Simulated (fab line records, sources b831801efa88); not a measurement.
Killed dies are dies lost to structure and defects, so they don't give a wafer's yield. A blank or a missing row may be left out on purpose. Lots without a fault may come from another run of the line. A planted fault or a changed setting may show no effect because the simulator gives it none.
A struck lot beside a sound one | flow gf180mcu | 19 steps out of a route of 602
Sound: wafers L978.1, L978.3, L978.6. Struck: wafers L983.2, L983.5, L983.6. The cause comes at the end.
At each step with rows: each side's tool, then ch and its chambers, then its first start. Under that, the readings that differ: sound wafers | struck wafers | difference of the means | sigmas: that difference in standard deviations of wafers without a fault.
alike: readings whose means differ by less than 2 such deviations, and words and numbers that are the same on both sides. not compared: withheld readings, readings that some wafer has no value for, bounds like >300 that may hide the same value, and numbers for which the record gives no deviation and whose values overlap.
The two part at a step that has a row with sigmas, a row that says differs or no value, or rows on one side only. Numbers that don't overlap but have no deviation are shown without sigmas and don't part them. A reading that every wafer of one side lacks parts them only if that side has two wafers or more.

GF_HV_LDD_CD_MEAS_31: target cd 400 nm.
  sound on cd_sem-01, day 16 04:48; struck on cd_sem-02, day 17 09:37
  alike: cd_nm
GF_HV_LDD_OVL_MEAS_32:
  sound on overlay-02, day 16 04:55; struck on overlay-01, day 17 09:44
  alike: HV_LDD_02_OVL
then, 4 steps without rows for these wafers: GF_HV_LDD_IMPLANT_33; GF_HV_LDD_IMPLANT_34; GF_HV_LDD_IMPLANT_35; GF_HV_LDD_IMPLANT_36.
GF_HV_LDD_STRIP_37: strips in O2/N2.
  sound on plasma_asher-01 ch 0,1, day 16 05:34; struck on plasma_asher-04 ch 0,1, day 17 10:22
  alike: drypump_motor_current_A, heater_power_w, oes_product_au, strip_time_to_endpoint_s
  not compared: rf_hours_counter_h
GF_HV_LDD_TW_MEAS_38:
  sound on film_metro-02, day 16 05:40; struck on film_metro-03, day 17 10:28
  alike: HV_LDD_3_TW
then, 4 steps without rows for these wafers: GF_HV_LDD_DEHYDRATE_39 (time 60 s); GF_HV_LDD_HMDS_40 (prime time 60 s); GF_HV_LDD_COAT_41 (resist thk 987.7 nm); GF_HV_LDD_SOFTBAKE_42 (time 60 s).
GF_HV_LDD_EXPOSE_43: exposes mask Pplus HV AREA, target cd 400 nm.
  sound on iline_stepper-01 ch 0, day 16 17:17; struck on iline_stepper-01 ch 0, day 17 22:24
  reading                        | sound                | struck            | difference | sigmas
  model.HV_LDD.overlay_x_nm (nm) | -1.101 -1.101 -1.101 | 239.9 239.9 239.9 | +241.0     |
  alike: mask, exposure_dose_mJ_cm2
then, 2 steps without rows for these wafers: GF_HV_LDD_PEB_44; GF_HV_LDD_DEVELOP_45 (develop time 60 s).
GF_HV_LDD_CD_MEAS_46: target cd 400 nm.
  sound on cd_sem-01, day 17 04:27; struck on cd_sem-01, day 18 09:40
  alike: cd_nm
GF_HV_LDD_OVL_MEAS_47:
  sound on overlay-02, day 17 04:34; struck on overlay-02, day 18 09:47
  reading            | sound          | struck            | difference | sigmas
  HV_LDD_03_OVL (nm) | -1.7 -2.1 -0.6 | 240.2 240.2 240.1 | +241.6     | +99 or more
then, 1 step without rows for these wafers: GF_HV_LDD_IMPLANT_48.
-- the record jumps here: 16 days lie between the struck wafers' starts before and after (it left off in module HV_LDD and takes up again in module PASSIVATION, whose first step shown is number 602 of the route) --
GF_PASSIVATION_PROBE_99:
  the record has rows for the struck wafers here (prober-02, day 34 00:53) and none for the sound ones

WHERE THEY PART
First at GF_HV_LDD_OVL_MEAS_47; last, within this record, at GF_PASSIVATION_PROBE_99.

WHY: what the simulator had put in
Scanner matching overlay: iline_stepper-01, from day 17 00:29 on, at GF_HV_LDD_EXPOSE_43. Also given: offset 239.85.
